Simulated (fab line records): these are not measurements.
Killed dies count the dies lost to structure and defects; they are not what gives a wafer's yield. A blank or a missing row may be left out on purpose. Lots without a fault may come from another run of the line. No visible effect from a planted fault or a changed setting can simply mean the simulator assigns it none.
Which tool was responsible? ; flow sky130 ; Sampling: 12 lots, 36 wafers, 2 of 708 route steps

## WHAT THE GAUGES SHOWED, per wafer
SKY_VIA2_THK_MEAS_01. Usual: for VIA2_HDPCVD_THK the level is 1188 nm and the standard deviation is 14.
lot;measured;on;VIA2_HDPCVD_THK (nm);flag
L404;day 36 20:08;filmMetro-02;1196 1192 1196;
L406;day 37 06:59;filmMetro-02;1179 1189 1189;
L407;day 38 07:59;filmMetro-02;1198 1199 1189;
L408;day 38 12:31;filmMetro-02;1177 1185 1164;
L410;day 38 17:05;filmMetro-01;1202 1198 1194;
L413;day 39 17:17;filmMetro-03;1184 1185 1194;
L414;day 40 04:21;filmMetro-02;1183 1196 1176;
L415;day 40 13:37;filmMetro-03;1184 1186 1185;
L424;day 42 13:46;filmMetro-02;1175 1184 1164;
L425;day 42 23:47;filmMetro-02;1202 1208 1192;
L426;day 43 05:35;filmMetro-02;1150 1160 1180;
L427;day 43 10:02;filmMetro-03;1192 1175 1165;

## TOOL THAT RAN EACH LOT (tool first, then ch and the chambers of the sampled wafers, then the start)
lot;SKY_METAL2_METAL_ETCH_19
L404;rieMetal-03 ch 0,1, day 36 19:20
L406;rieMetal-04 ch 0,1, day 37 06:11
L407;rieMetal-01 ch 0,1, day 38 07:11
L408;rieMetal-04 ch 1, day 38 11:41
L410;rieMetal-01 ch 1, day 38 16:11
L413;rieMetal-03 ch 0,1, day 39 16:21
L414;rieMetal-03 ch 0, day 40 03:21
L415;rieMetal-03 ch 0, day 40 12:41
L424;rieMetal-01 ch 0,1, day 42 12:51
L425;rieMetal-03 ch 0,1, day 42 22:54
L426;rieMetal-04 ch 0,1, day 43 04:41
L427;rieMetal-03 ch 0,1, day 43 09:14
- SKY_METAL2_METAL_ETCH_19: etches the open film in Cl2/BCl3, stops on SiO2, target depth 360 nm, time 78 s.

## AS READ BY THE TOOLS THEMSELVES (means over the sampled wafers that have a number; for cases with no such wafer, the mark the record gives instead)
SKY_METAL2_METAL_ETCH_19. Usual: bcl3FlowSccm 30.01 sccm, standard deviation 0.07; drypumpMotorCurrentA 5.7 A, standard deviation 0.37; oesProductAu 0.851 a.u., standard deviation 0.0059; throttleValvePct 22.264 %, standard deviation 0.01.
lot;tool;bcl3FlowSccm (sccm);drypumpMotorCurrentA (A);oesProductAu (a.u.);throttleValvePct (%);flag
L404;rieMetal-03;30.07;6.0;0.851;22.269;
L406;rieMetal-04;30.02;5.7;0.856;22.257;
L407;rieMetal-01;30.03;5.6;0.849;22.260;
L408;rieMetal-04;30.08;5.9;0.850;22.255;
L410;rieMetal-01;29.99;5.1;0.853;22.271;
L413;rieMetal-03;30.09;6.1;0.849;22.258;
L414;rieMetal-03;30.03;5.5;0.853;22.269;
L415;rieMetal-03;29.97;5.5;0.851;22.289;
L424;rieMetal-01;30.02;5.3;0.853;22.263;
L425;rieMetal-03;30.01;5.8;0.852;22.269;
L426;rieMetal-04;30.04;5.6;0.843;22.270;
L427;rieMetal-03;29.95;5.8;0.852;22.270;

## THE ANSWER, worked out from the rows above alone
Rule: a lot counts as off when the mean over its wafers that have a number is more than 3 standard deviations away from the usual mean. A lot without any number at a reading at which 4 lots or more have one is off too. Any other lot the step has rows for is counted as sound. The gauges are gone through in route order, then the tools' own readings, and for those a lot's mean is taken as printed above. The first step at which some lot is off is used, and at that step the reading that is off furthest; a lot without a number counts as furthest.
No lot is off on any of the readings shown, so nothing can be concluded from this.

## WHAT THE SIMULATOR HAD PUT IN
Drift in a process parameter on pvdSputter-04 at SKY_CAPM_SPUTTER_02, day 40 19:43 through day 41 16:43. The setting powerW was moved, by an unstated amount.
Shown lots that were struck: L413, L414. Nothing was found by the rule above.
